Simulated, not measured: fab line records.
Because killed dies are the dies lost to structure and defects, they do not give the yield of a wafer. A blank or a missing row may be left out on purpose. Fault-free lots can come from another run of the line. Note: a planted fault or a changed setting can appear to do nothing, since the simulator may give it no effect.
Matching of chambers || flow sky130 || SKY_VIA3_ETCH_14 on rieDiel-04 has 4 sister chambers
The step etches BARC in N2/H2, stops on SiO2, time 45.9 s, target depth 60 nm. 14 wafers are shown with their chamber, then 7 later ones without.

WAFERS, EACH WITH ITS CHAMBER
{"wafer": "L076.3", "chamber": 0, "biasW (W)": 99.9, "oesProductAu (a.u.)": 0.852, "throttleValvePct (%)": 13.230}
{"wafer": "L076.4", "chamber": 3, "biasW (W)": 100.1, "oesProductAu (a.u.)": 0.852, "throttleValvePct (%)": 13.224}
{"wafer": "L076.6", "chamber": 0, "biasW (W)": 99.5, "oesProductAu (a.u.)": 0.854, "throttleValvePct (%)": 13.216}
{"wafer": "L079.1", "chamber": 0, "biasW (W)": 99.7, "oesProductAu (a.u.)": 0.851, "throttleValvePct (%)": 13.226}
{"wafer": "L079.3", "chamber": 1, "biasW (W)": 100.3, "oesProductAu (a.u.)": 0.851, "throttleValvePct (%)": 13.222}
{"wafer": "L079.5", "chamber": 3, "biasW (W)": 100.4, "oesProductAu (a.u.)": 0.853, "throttleValvePct (%)": 13.205}
{"wafer": "L081.1", "chamber": 1, "biasW (W)": 100.0, "oesProductAu (a.u.)": 0.858, "throttleValvePct (%)": 13.231}
{"wafer": "L081.3", "chamber": 3, "biasW (W)": 99.5, "oesProductAu (a.u.)": 0.852, "throttleValvePct (%)": 13.230}
{"wafer": "L081.5", "chamber": 3, "biasW (W)": 100.2, "oesProductAu (a.u.)": 0.848, "throttleValvePct (%)": 13.222}
{"wafer": "L085.2", "chamber": 1, "biasW (W)": 99.9, "oesProductAu (a.u.)": 0.855, "throttleValvePct (%)": 13.227}
{"wafer": "L085.3", "chamber": 3, "biasW (W)": 100.0, "oesProductAu (a.u.)": 0.862, "throttleValvePct (%)": 13.244}
{"wafer": "L085.5", "chamber": 1, "biasW (W)": 99.9, "oesProductAu (a.u.)": 0.857, "throttleValvePct (%)": 13.223}
{"wafer": "L087.3", "chamber": 2, "biasW (W)": 99.6, "oesProductAu (a.u.)": 0.848, "throttleValvePct (%)": 13.226}
{"wafer": "L087.5", "chamber": 0, "biasW (W)": 99.8, "oesProductAu (a.u.)": 0.858, "throttleValvePct (%)": 13.214}

SIGNATURES (means of the wafers above)
{"reading": "biasW", "chamber 0": 99.725, "chamber 1": 100.025, "chamber 2": 99.600, "chamber 3": 100.040, "scatter within a chamber": 0.254}
{"reading": "oesProductAu", "chamber 0": 0.85375, "chamber 1": 0.85525, "chamber 2": 0.84800, "chamber 3": 0.85340, "scatter within a chamber": 0.00406}
{"reading": "throttleValvePct", "chamber 0": 13.22150, "chamber 1": 13.22575, "chamber 2": 13.22600, "chamber 3": 13.22500, "scatter within a chamber": 0.0101}
Rule: a wafer lies at a distance from a chamber equal to the root of the sum of squares, over the readings, of (its reading less the chamber's mean, divided by the reading's scatter). The wafer belongs to the nearest chamber; if the next one is less than 2 further off, it can't be placed. The scatter: take each reading less its chamber's mean, square it, sum over the shown wafers, divide by the number of wafers less the number of chambers, and take the root.

WAFERS WITHOUT THEIR CHAMBER
{"wafer": "L087.6", "biasW (W)": 99.1, "oesProductAu (a.u.)": 0.859, "throttleValvePct (%)": 13.221}
{"wafer": "L088.2", "biasW (W)": 100.6, "oesProductAu (a.u.)": 0.853, "throttleValvePct (%)": 13.225}
{"wafer": "L088.4", "biasW (W)": 100.5, "oesProductAu (a.u.)": 0.853, "throttleValvePct (%)": 13.231}
{"wafer": "L088.5", "biasW (W)": 99.8, "oesProductAu (a.u.)": 0.854, "throttleValvePct (%)": 13.219}
{"wafer": "L095.2", "biasW (W)": 100.2, "oesProductAu (a.u.)": 0.857, "throttleValvePct (%)": 13.225}
{"wafer": "L095.5", "biasW (W)": 99.3, "oesProductAu (a.u.)": 0.848, "throttleValvePct (%)": 13.246}
{"wafer": "L095.6", "biasW (W)": 100.5, "oesProductAu (a.u.)": 0.856, "throttleValvePct (%)": 13.218}

CHAMBER TAKEN BY EACH
{"wafer": "L087.6", "from the rows above": "can't be placed: 0 or 2 or 1 or 3", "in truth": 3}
{"wafer": "L088.2", "from the rows above": "can't be placed: 3 or 1 or 0 or 2", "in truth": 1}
{"wafer": "L088.4", "from the rows above": "can't be placed: 3 or 1 or 0 or 2", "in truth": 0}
{"wafer": "L088.5", "from the rows above": "can't be placed: 0 or 3 or 1 or 2", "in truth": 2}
{"wafer": "L095.2", "from the rows above": "can't be placed: 1 or 3 or 0", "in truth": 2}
{"wafer": "L095.5", "from the rows above": "can't be placed: 2 or 0 or 3 or 1", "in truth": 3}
{"wafer": "L095.6", "from the rows above": "can't be placed: 1 or 3 or 0", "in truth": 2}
Correctly placed: 0 of 7. Can't be placed from these rows: 7 (the true chamber is among the candidates in 5). Wrongly placed: 0.
